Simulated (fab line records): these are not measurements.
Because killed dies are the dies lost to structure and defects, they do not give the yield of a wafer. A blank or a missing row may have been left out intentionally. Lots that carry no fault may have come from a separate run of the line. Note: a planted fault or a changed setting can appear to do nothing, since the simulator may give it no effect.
Struck lot and sound lot, side by side + flow sky130 + 13 steps out of a route of 708
Sound: wafers L344.4, L344.5, L344.6. Wafers struck: L354.3, L354.4, L354.6. The cause is given at the end.
Per side, at each step with rows, come the tool, then ch with its chambers, and then its first start. Under that, the readings that differ: sound wafers + struck wafers + difference of the means + sigmas: that difference in standard deviations of wafers without a fault.
alike: readings whose means differ by less than 2 such deviations, and words and numbers that are the same on both sides. not compared: withheld readings, readings that some wafer has no value for, bounds like >300 that may hide the same value, and numbers for which the record gives no deviation and whose values overlap.
A row with sigmas, a row that says differs or no value, or rows on one side alone: a step with any of these is where the two part. Numbers that don't overlap but have no deviation are shown without sigmas and don't part them. A reading that every wafer of one side lacks parts them only if that side has two wafers or more.

SKY_NWELL_STRIP_25: strips in O2/N2.
  sound on plasma asher-04 ch 0,1, day 5 14:28; struck on plasma asher-01 ch 0,1, day 8 04:10
  alike: drypump motor current A, oes product au, strip time to endpoint s
  not compared: rf hours counter h
SKY_NWELL_TW_MEAS_26:
  sound on film metro-02 at day 5 14:34; struck on film metro-03 at day 8 04:15
| reading    | sound       | struck      | difference | sigmas |
|------------|-------------|-------------|------------|--------|
| NWELL_2_TW | 502 502 503 | 489 490 493 | -12        | -2     |
then, 1 step without rows for these wafers: SKY_NWELL_CLEAN_27 (cleans in SC1/SC2, time 150 s).
SKY_NWELL_RTA_28: time 30 s.
  sound on rtp anneal-01 ch 0, day 5 14:41; struck on rtp anneal-01 ch 0, day 8 04:22
  alike: lamp power pct, wafer_temp_C_max
SKY_NWELL_RS_MEAS_29: a four-point-probe measurement.
  sound on film metro-03 at day 5 14:48; struck on film metro-03 at day 8 04:29
  alike: NWELL_RS
SKY_NWELL_RS_MEAS_31: a four-point-probe measurement.
  sound on film metro-03 at day 5 15:02; struck on film metro-03 at day 8 04:43
  alike: PWDE_RS
then, 5 steps without rows for these wafers: SKY_VT_ADJUST_HVTP_DEHYDRATE_00 (time 60 s); SKY_VT_ADJUST_HVTP_HMDS_01 (prime time 61.39 s); SKY_VT_ADJUST_HVTP_COAT_02 (resist thk 1140 nm); SKY_VT_ADJUST_HVTP_SOFTBAKE_03 (time 60 s); SKY_VT_ADJUST_HVTP_EXPOSE_04 (exposes mask HVTPM, target cd 380 nm).
SKY_VT_ADJUST_HVTP_PEB_05:
  struck on litho track-03, day 9 01:47; sound on litho track-04 ch 0, day 6 09:04
| reading         | sound          | struck | difference                    | sigmas |
|-----------------|----------------|--------|-------------------------------|--------|
| exhaust pa (Pa) | 44.5 43.8 45.3 | - - -  | no value on the struck wafers |        |
  not compared: chill plate temp C, resist line temp C
then, 1 step without rows for these wafers: SKY_VT_ADJUST_HVTP_DEVELOP_06 (develop time 60 s).

== WHERE THEY PART ==
Earliest at SKY_NWELL_TW_MEAS_26; latest, in this record, at SKY_VT_ADJUST_HVTP_PEB_05.

WHY: whatever the simulator had introduced
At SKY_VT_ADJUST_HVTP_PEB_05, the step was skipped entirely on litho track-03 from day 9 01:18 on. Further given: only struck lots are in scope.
